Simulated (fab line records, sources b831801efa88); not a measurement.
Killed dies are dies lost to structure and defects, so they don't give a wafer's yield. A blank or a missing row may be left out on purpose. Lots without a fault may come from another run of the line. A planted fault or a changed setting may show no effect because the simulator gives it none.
Chamber matching | flow sky130 | SKY_PASSIVATION_ETCH_11 on rie_diel-03: 4 sister chambers
The step etches the open film in CF4/O2, stops on AlCu, target depth 725 nm, time 161.1 s. 20 wafers are shown with their chamber, then 10 later ones without.

WAFERS WITH THEIR CHAMBER
wafer  | chamber | drypump_motor_current_A (A) | oes_product_au (a.u.) | throttle_valve_pct (%)
L074.1 | 2       | 6.07                        | 0.973                 | 5.966
L074.3 | 1       | 5.87                        | 0.970                 | 5.957
L074.5 | 2       | 6.05                        | 0.984                 | 5.964
L076.1 | 0       | 5.86                        | 0.981                 | 5.966
L076.2 | 2       | 6.09                        | 0.969                 | 5.973
L076.6 | 1       | 5.85                        | 0.990                 | 5.965
L080.3 | 0       | 5.86                        | 0.970                 | 5.958
L080.4 | 2       | 6.10                        | 0.970                 | 5.962
L080.5 | 3       | 5.94                        | 0.975                 | 5.965
L082.1 | 1       | 5.82                        | 0.978                 | 5.979
L082.2 | 2       | 6.04                        | 0.959                 | 5.956
L082.3 | 0       | 5.86                        | 0.976                 | 5.986
L083.1 | 0       | 5.86                        | 0.973                 | 5.952
L083.3 | 1       | 5.86                        | 0.970                 | 5.952
L083.6 | 3       | 5.95                        | 0.982                 | 5.974
L088.2 | 3       | 5.93                        | 0.970                 | 5.970
L088.3 | 0       | 5.85                        | 0.971                 | 5.969
L088.6 | 3       | 5.95                        | 0.976                 | 5.960
L091.1 | 1       | 5.85                        | 0.985                 | 5.971
L091.2 | 2       | 6.06                        | 0.978                 | 5.957

SIGNATURES (means of the wafers above)
reading                 | chamber 0 | chamber 1 | chamber 2 | chamber 3 | scatter within a chamber
drypump_motor_current_A | 5.8580    | 5.8500    | 6.0683    | 5.9425    | 0.0167
oes_product_au          | 0.97420   | 0.97860   | 0.97217   | 0.97575   | 0.00722
throttle_valve_pct      | 5.96620   | 5.96480   | 5.96300   | 5.96725   | 0.00949
Rule: a wafer's distance from a chamber is the root of the sum, over the readings, of the square of ((its reading less the chamber's mean) divided by the reading's scatter). The wafer belongs to the nearest chamber; if the next one is less than 2 further off, it can't be placed. The scatter: the root of (the sum of the squares of (reading less its chamber's mean) over the shown wafers, divided by (wafers less chambers)).

WAFERS WITHOUT THEIR CHAMBER
wafer  | drypump_motor_current_A (A) | oes_product_au (a.u.) | throttle_valve_pct (%)
L091.5 | 5.86                        | 0.984                 | 5.976
L093.3 | 6.08                        | 0.987                 | 5.950
L093.5 | 5.98                        | 0.983                 | 5.961
L093.6 | 5.88                        | 0.988                 | 5.966
L095.2 | 5.91                        | 0.972                 | 5.980
L095.3 | 6.06                        | 0.976                 | 5.959
L095.4 | 5.86                        | 0.980                 | 5.970
L097.1 | 5.83                        | 0.975                 | 5.972
L097.2 | 5.82                        | 0.971                 | 5.958
L097.5 | 5.86                        | 0.979                 | 5.962

WHICH CHAMBER EACH WENT THROUGH
wafer  | from the rows above          | in truth
L091.5 | can't be placed: 1 or 0      | 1
L093.3 | 2                            | 2
L093.5 | 3                            | 3
L093.6 | can't be placed: 1 or 0 or 3 | 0
L095.2 | can't be placed: 3 or 0 or 1 | 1
L095.3 | 2                            | 2
L095.4 | can't be placed: 1 or 0      | 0
L097.1 | can't be placed: 1 or 0      | 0
L097.2 | can't be placed: 1 or 0      | 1
L097.5 | can't be placed: 1 or 0      | 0
Placed correctly: 3 of 10. Can't be placed from these rows: 7 (the true chamber is among the candidates in 7). Placed wrongly: 0.
